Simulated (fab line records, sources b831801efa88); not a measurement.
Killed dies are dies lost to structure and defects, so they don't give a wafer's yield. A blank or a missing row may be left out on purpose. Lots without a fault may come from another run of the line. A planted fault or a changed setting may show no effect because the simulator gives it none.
fab line records | flow sky130
record lots=15 wafers=45 last_day=50
route steps=708 shown VIA3@580 PAD_OPEN@708
lots that met no fault: from a run of the same line without faults
start_h: hours from the record's first day to the start of the lot's first wafer shown | wait_h: hours since the lot's step before | " the same as in the row above | L1.1+2: a row that stands for several wafers | - no value, or no start given | * or withheld: withheld | < > ~ a bound
route shown NAME@n: a module of which the file shows steps, and the number in the route of the first | usual: mean/standard deviation of fault-free wafers | same: alike in all rows | chamber/n: place in a boat | sites: the reading at each site | _std_site: their standard deviation | _edge_site: outer sites' mean less inner sites' | radius_mm: how far each site lies from the wafer's centre | mask NAME#n: copy n | behind: the tool/chamber that last shaped the wafer | hold: why the lot was held/for how many hours/how that ended | device: the transistor (n, p or np) that didn't switch | end of line: the same wafers' tests at the end of the route | a step without rows: its recipe alone | killed: dies lost to structure and defects at the first sort, not the wafer's yield | map: a wafer's dies, x killed, . not, _ none there
set.NAME: the setting as run; set.NAME@STEP: as run at that earlier step | model.NAME: the simulator's own value behind a step, which no gauge read
steps of the route over a sample of lots; a table a step, a row a wafer
## steps
# step SKY_VIA3_COAT_07
# recipe resist=KrF-thick spin_rpm=3000 resist_thk_nm=450
# usual spin_speed_rpm=2999.9/2.5
# columns lot.wafer tool chamber start_h wait_h spin_speed_rpm
L905.1 litho_track-01 0 903 - 2998.1
L905.2 " 0 " " 2999.5
L905.6 " 0 904 - 2995.7
L908.1 litho_track-02 0 928 - 3002.1
L908.3 " 0 " " 3001.0
L908.5 " 0 " " 2998.9
L909.1 litho_track-01 0 934 - 3003.6
L909.5 " 0 " " 3002.3
L909.6 " 0 " " 3000.8
L910.2 litho_track-03 0 942 - 3002.0
L910.4 " 0 " " 2997.3
L910.6 " 0 " " 3002.2
L911.1 litho_track-03 0 982 - 2999.5
L911.2 " 0 " " 2997.6
L911.4 " 0 " " 2998.9
L912.4 litho_track-03 0 986 - 3000.8
L912.5 " 0 " " 3000.9
L912.6 " 0 " " 3003.3
L913.1 litho_track-01 0 987 - 3000.9
L913.2 " 0 " " 2996.7
L913.3 " 0 " " 2996.2
L915.1 litho_track-03 0 987 - 3004.5
L915.2 " 0 " " 2998.5
L915.5 " 0 " " 2997.6
L917.1 litho_track-01 0 997 - 3061.9
L917.3 " 0 " " 3059.6
L917.4 " 0 " " 3055.6
L919.2 litho_track-01 0 1003 - 3060.3
L919.3 " 0 " " 3061.1
L919.6 " 0 " " 3062.1
L920.1 litho_track-01 0 1016 - 3058.9
L920.3 " 0 " " 3062.6
L920.5 " 0 " " 3057.7
L921.2 litho_track-02 0 1023 - 3001.4
L921.3 " 0 " " 3002.9
L921.5 " 0 " " 3001.3
L922.1 litho_track-02 0 1063 - 2997.9
L922.3 " 0 " " 3001.0
L922.4 " 0 " " 2998.6
L927.2 litho_track-03 0 1067 - 3003.3
L927.4 " 0 " " 2999.4
L927.5 " 0 " " 3003.3
L928.1 litho_track-03 0 1068 - 3001.4
L928.3 " 0 " " 3000.9
L928.4 " 0 " " 3000.3
# step SKY_PAD_OPEN_PROBE_99
# usual defect_limited_yield=82.5/2 killed_at_M0_to_M3=44/7.1 killed_at_M4_up=3.1/1.8 killed_at_contacts=24/5.3 killed_at_front_end=15/4.5 killed_at_other=0.2/0.42 killed_dies=86/9.6 killed_open=46/6.9 killed_short=40/6.4 sort_bin_3_pad_short=0.8/0.36 sort_bin_5_function=10.3/1.3 sort_bin_6_memory=6.4/1.2 sort_n_pass=406/9.6 sort_yield_pct=82.5/2
# same gross_dies=492 killed_at_back_side=0 sort_bin_4_leakage[%]=0 sort_bin_8_speed[%]=0
# columns lot.wafer tool chamber start_h wait_h defect_limited_yield[%] killed_at_M0_to_M3 killed_at_M4_up killed_at_contacts killed_at_front_end killed_at_other killed_dies killed_open killed_short sort_bin_3_pad_short[%] sort_bin_5_function[%] sort_bin_6_memory[%] sort_n_pass sort_yield_pct[%]
L910.2 prober-02 - 1097.88 0.1 84.3 39 4 23 11 0 77 40 37 0.2 9.1 6.3 415 84.3
L910.4 prober-02 - 1097.98 0.2 82.1 40 3 32 13 0 88 46 42 0.8 11.6 5.5 404 82.1
L910.6 prober-02 - 1098.08 0.2 83.7 42 4 24 10 0 80 40 40 0.8 10.6 4.9 412 83.7
L920.1 prober-02 - 1157.67 0.1 81.1 50 5 23 15 0 93 42 51 1.0 11.4 6.5 399 81.1
L920.3 prober-02 - 1157.77 0.2 82.5 52 1 19 13 1 86 43 43 1.0 11.0 5.5 406 82.5
L920.5 prober-02 - 1157.87 0.2 84.6 41 3 14 17 1 76 36 40 0.4 10.8 4.3 416 84.6
# killed by level:class
L910.2 CONTACT:geometric_particle:open=8 VIA3:geometric_particle:open=7 METAL1:geometric_particle:short=5 VIA1:geometric_particle:open=5 VIA2:geometric_particle:short=5 SPACER:geometric_particle:open=4 LI_CONTACT:geometric_particle:open=4 LI_CONTACT:geometric_particle:short=4
L910.4 CONTACT:geometric_particle:open=10 CONTACT:geometric_particle:short=9 VIA3:geometric_particle:open=9 VIA1:geometric_particle:open=9 LI_CONTACT:geometric_particle:open=7 METAL2:geometric_particle:short=4 VIA2:geometric_particle:short=4 VIA2:geometric_particle:open=4
L910.6 VIA1:geometric_particle:open=10 LI_CONTACT:geometric_particle:open=7 VIA3:geometric_particle:open=5 CONTACT:geometric_particle:short=5 LOCAL_INTERCONNECT:geometric_particle:short=5 CONTACT:geometric_particle:open=5 VIA1:geometric_particle:short=5 VIA2:geometric_particle:short=4
L920.1 VIA1:geometric_particle:open=12 VIA1:geometric_particle:short=11 CONTACT:geometric_particle:open=10 METAL2:geometric_particle:short=6 FIELD_ISO:geometric_particle:short=5 CONTACT:geometric_particle:short=5 METAL1:geometric_particle:short=5 VIA3:geometric_particle:open=5
L920.3 VIA1:geometric_particle:open=12 METAL2:geometric_particle:short=9 LI_CONTACT:geometric_particle:open=8 VIA2:geometric_particle:open=7 METAL1:geometric_particle:short=6 FIELD_ISO:geometric_particle:short=5 CONTACT:geometric_particle:open=5 VIA1:geometric_particle:short=5
L920.5 VIA1:geometric_particle:open=10 FIELD_ISO:geometric_particle:short=5 CONTACT:geometric_particle:open=5 VIA1:geometric_particle:short=5 VIA2:geometric_particle:open=5 POLY_GATE:geometric_particle:short=4 METAL2:geometric_particle:short=4 VIA3:geometric_particle:open=4
## key
first_sign step=SKY_VIA3_COAT_07 reading=spin_speed_rpm direction=up sigmas=24 usual=2999.9 struck=3060.0
effect none on later readings
met_at SKY_VIA3_COAT_07
struck_lots L917,L919,L920
onset_between 987 997
fault kind=process_parameter_drift tool=litho_track-01 chamber=- onset_h=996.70 steps=SKY_VIA3_COAT_07 channel=spin_rpm offset=59.94 shape=step end_h=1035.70 acts_in=these_recipes_only stated=3000
